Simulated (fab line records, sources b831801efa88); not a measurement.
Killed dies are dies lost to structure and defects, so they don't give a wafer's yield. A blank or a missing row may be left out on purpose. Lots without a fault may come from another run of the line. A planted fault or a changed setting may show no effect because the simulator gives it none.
A struck lot beside a sound one | flow gf180mcu | 20 steps out of a route of 602
Sound: wafers L387.1, L387.2, L387.4. Struck: wafers L394.1, L394.4, L394.6. The cause comes at the end.
At each step with rows: each side's tool, then ch and its chambers, then its first start. Under that, the readings that differ: sound wafers | struck wafers | difference of the means | sigmas: that difference in standard deviations of wafers without a fault.
alike: readings whose means differ by less than 2 such deviations, and words and numbers that are the same on both sides. not compared: withheld readings, readings that some wafer has no value for, bounds like >300 that may hide the same value, and numbers for which the record gives no deviation and whose values overlap.
The two part at a step that has a row with sigmas, a row that says differs or no value, or rows on one side only. Numbers that don't overlap but have no deviation are shown without sigmas and don't part them. A reading that every wafer of one side lacks parts them only if that side has two wafers or more.

first, 1 step without rows for these wafers: GF_V3_CVD_00 (deposits SiO2, target thk 600 nm, time 100 s).
GF_V3_THK_MEAS_01:
  sound on film_metro-04, day 24 22:05; struck on film_metro-01, day 26 23:14
  alike: V3_CVD_00_THK
GF_V3_CVD_02: deposits SiO2 from TEOS, target thk 850 nm, time 94.851 s.
  sound on pecvd-02 ch 0,2, day 24 22:09; struck on pecvd-02 ch 0,1, day 26 23:17
  alike: heater_power_w
GF_V3_THK_MEAS_03:
  sound on film_metro-02, day 24 22:13; struck on film_metro-01, day 26 23:22
  alike: V3_CVD_02_THK
GF_V3_CMP_04: polishes SiO2.
  sound on cmp-02 ch 0,1,3, day 24 22:18; struck on cmp-01 ch 0,1, day 26 23:37
  alike: motor_current_A, platen_rpm, time_to_endpoint_s
GF_V3_BOW_MEAS_05:
  sound on film_metro-01, day 24 22:36; struck on film_metro-02, day 26 23:55
  alike: V3_BOW
then, 6 steps without rows for these wafers: GF_V3_DEHYDRATE_06 (time 60 s); GF_V3_HMDS_07 (prime time 60 s); GF_V3_COAT_08; GF_V3_COAT_09 (resist thk 1000 nm); GF_V3_SOFTBAKE_10 (time 60 s); GF_V3_EXPOSE_11 (exposes mask Via3, target cd 260 nm).
GF_V3_PEB_12: peb time 90 s.
  sound on litho_track-01 ch 0, day 25 19:46; struck on litho_track-01 ch 0, day 27 19:43
  reading                  | sound                | struck               | difference | sigmas
  heater_power_total_W (W) | 85.55 85.69 85.72    | 83.74 83.79 83.61    | -1.94      | -24
  plate_temp_C (C)         | 135.29 135.00 135.34 | 132.58 132.59 132.65 | -2.60      | -16
  alike: chill_plate_temp_C
then, 1 step without rows for these wafers: GF_V3_DEVELOP_13 (develop time 60 s).
GF_V3_CD_MEAS_14: target cd 260 nm.
  sound on cd_sem-02, day 25 20:07; struck on cd_sem-02, day 27 20:04
  reading    | sound             | struck            | difference | sigmas
  cd_nm (nm) | 258.2 258.1 257.5 | 252.8 254.0 252.3 | -4.9       | -4
GF_V3_OVL_MEAS_15:
  sound on overlay-01, day 25 20:14; struck on overlay-01, day 27 20:11
  reading     | sound | struck    | difference | sigmas
  V3_OVL (nm) | 8 7 6 | -11 -8 -8 | -16        | -3
GF_V3_ETCH_16: etches BARC in N2/H2.
  sound on rie_diel-04 ch 0,2,3, day 25 20:16; struck on rie_diel-04 ch 0,3, day 27 20:13
  reading             | sound             | struck            | difference | sigmas
  model.V3.cd_nm (nm) | 258.8 258.4 257.9 | 252.8 254.5 252.3 | -5.2       |
  alike: chamber_pressure_mTorr, drypump_motor_current_A, oes_product_au, throttle_valve_pct
GF_V3_ETCH_17: etches SiO2 in C4F8/O2/Ar, stops on TiN, target depth 635 nm.
  sound on rie_diel-04 ch 0,2,3; struck on rie_diel-04 ch 0,3
  reading             | sound             | struck            | difference | sigmas
  model.V3.cd_nm (nm) | 258.2 257.9 258.3 | 252.6 254.5 251.8 | -5.2       |
  alike: chamber_pressure_mTorr, oes_product_au
GF_V3_STRIP_18: strips in O2/N2.
  sound on plasma_asher-04 ch 0,1, day 25 20:24; struck on plasma_asher-02 ch 0,1, day 27 20:21
  alike: chamber_pressure_mTorr, drypump_motor_current_A, heater_power_w, o2_flow_sccm, oes_product_au
  not compared: rf_hours_counter_h
-- the record jumps here: 6 days lie between the struck wafers' starts before and after (it left off in module V3 and takes up again in module PASSIVATION, whose first step shown is number 602 of the route) --
GF_PASSIVATION_PROBE_99:
  the record has rows for the struck wafers here (prober-01, day 33 12:40) and none for the sound ones

WHERE THEY PART
First at GF_V3_PEB_12; last, within this record, at GF_PASSIVATION_PROBE_99.

WHY: what the simulator had put in
Process parameter drift: litho_track-01, from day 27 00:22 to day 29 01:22, at GF_V3_PEB_12. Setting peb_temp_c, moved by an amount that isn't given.
